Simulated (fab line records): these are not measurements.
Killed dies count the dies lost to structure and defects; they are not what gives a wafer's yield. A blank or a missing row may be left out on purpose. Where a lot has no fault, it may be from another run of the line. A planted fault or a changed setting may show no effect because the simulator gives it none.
Matching of chambers / flow gf180mcu / GF_CONTACT_CMP_27 on cmp-02 has 4 sister chambers
The step polishes, stops on SiO2, t overpolish 15 s, target thk 0 nm. 14 wafers are shown with their chamber, then 7 later ones without.

WAFERS PAIRED WITH THEIR CHAMBERS
wafer=L442.1; chamber=1; motor current A (A)=11.4; overpolish run s (s)=15.005; platen rpm (rpm)=59.94
wafer=L442.2; chamber=0; motor current A (A)=11.2; overpolish run s (s)=15.007; platen rpm (rpm)=59.98
wafer=L442.5; chamber=3; motor current A (A)=11.2; overpolish run s (s)=14.986; platen rpm (rpm)=59.97
wafer=L446.3; chamber=3; motor current A (A)=10.6; overpolish run s (s)=14.994; platen rpm (rpm)=59.98
wafer=L446.4; chamber=2; motor current A (A)=10.7; overpolish run s (s)=14.983; platen rpm (rpm)=59.96
wafer=L446.6; chamber=0; motor current A (A)=11.4; overpolish run s (s)=15.011; platen rpm (rpm)=60.03
wafer=L451.1; chamber=1; motor current A (A)=11.3; overpolish run s (s)=15.002; platen rpm (rpm)=59.96
wafer=L451.2; chamber=3; motor current A (A)=10.9; overpolish run s (s)=15.016; platen rpm (rpm)=60.01
wafer=L451.4; chamber=0; motor current A (A)=12.0; overpolish run s (s)=14.996; platen rpm (rpm)=59.95
wafer=L453.2; chamber=2; motor current A (A)=10.8; overpolish run s (s)=14.998; platen rpm (rpm)=59.99
wafer=L453.4; chamber=1; motor current A (A)=11.6; overpolish run s (s)=15.005; platen rpm (rpm)=60.01
wafer=L453.5; chamber=2; motor current A (A)=10.5; overpolish run s (s)=15.004; platen rpm (rpm)=59.94
wafer=L455.2; chamber=1; motor current A (A)=11.2; overpolish run s (s)=14.999; platen rpm (rpm)=60.01
wafer=L455.3; chamber=3; motor current A (A)=11.1; overpolish run s (s)=15.005; platen rpm (rpm)=60.02

SIGNATURES (averages over the wafers above)
reading=motor current A; chamber 0=11.533; chamber 1=11.375; chamber 2=10.667; chamber 3=10.950; scatter within a chamber=0.263
reading=overpolish run s; chamber 0=15.00467; chamber 1=15.00275; chamber 2=14.99500; chamber 3=15.00025; scatter within a chamber=0.00945
reading=platen rpm; chamber 0=59.9867; chamber 1=59.9800; chamber 2=59.9633; chamber 3=59.9950; scatter within a chamber=0.0317
Rule: a wafer lies at a distance from a chamber equal to the root of the sum of squares, over the readings, of (its reading less the chamber's mean, divided by the reading's scatter). The wafer belongs to the nearest chamber; if the next one is less than 2 further off, it can't be placed. The scatter is the square root of a quotient: the sum, over the shown wafers, of each reading's squared deviation from its chamber's mean, divided by wafers minus chambers.

WAFERS MISSING THEIR CHAMBER
wafer=L455.5; motor current A (A)=10.5; overpolish run s (s)=15.010; platen rpm (rpm)=59.98
wafer=L458.1; motor current A (A)=10.1; overpolish run s (s)=15.020; platen rpm (rpm)=59.99
wafer=L458.2; motor current A (A)=11.3; overpolish run s (s)=15.010; platen rpm (rpm)=59.98
wafer=L458.6; motor current A (A)=10.7; overpolish run s (s)=15.007; platen rpm (rpm)=60.01
wafer=L459.2; motor current A (A)=12.3; overpolish run s (s)=14.997; platen rpm (rpm)=59.94
wafer=L459.3; motor current A (A)=11.4; overpolish run s (s)=14.997; platen rpm (rpm)=60.02
wafer=L459.5; motor current A (A)=10.6; overpolish run s (s)=15.023; platen rpm (rpm)=59.95

EACH ONE'S CHAMBER
wafer=L455.5; from the rows above=can't be placed: 2 or 3 or 1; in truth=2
wafer=L458.1; from the rows above=can't be placed: 2 or 3 or 1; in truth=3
wafer=L458.2; from the rows above=can't be placed: 1 or 0 or 3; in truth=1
wafer=L458.6; from the rows above=can't be placed: 3 or 2 or 1 or 0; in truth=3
wafer=L459.2; from the rows above=can't be placed: 0 or 1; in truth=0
wafer=L459.3; from the rows above=can't be placed: 1 or 0 or 3 or 2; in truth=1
wafer=L459.5; from the rows above=can't be placed: 2 or 3 or 1 or 0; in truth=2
0 of 7 placed correctly. These rows do not allow placing 7 (true chamber among the candidates in 7). Placed wrongly: 0.
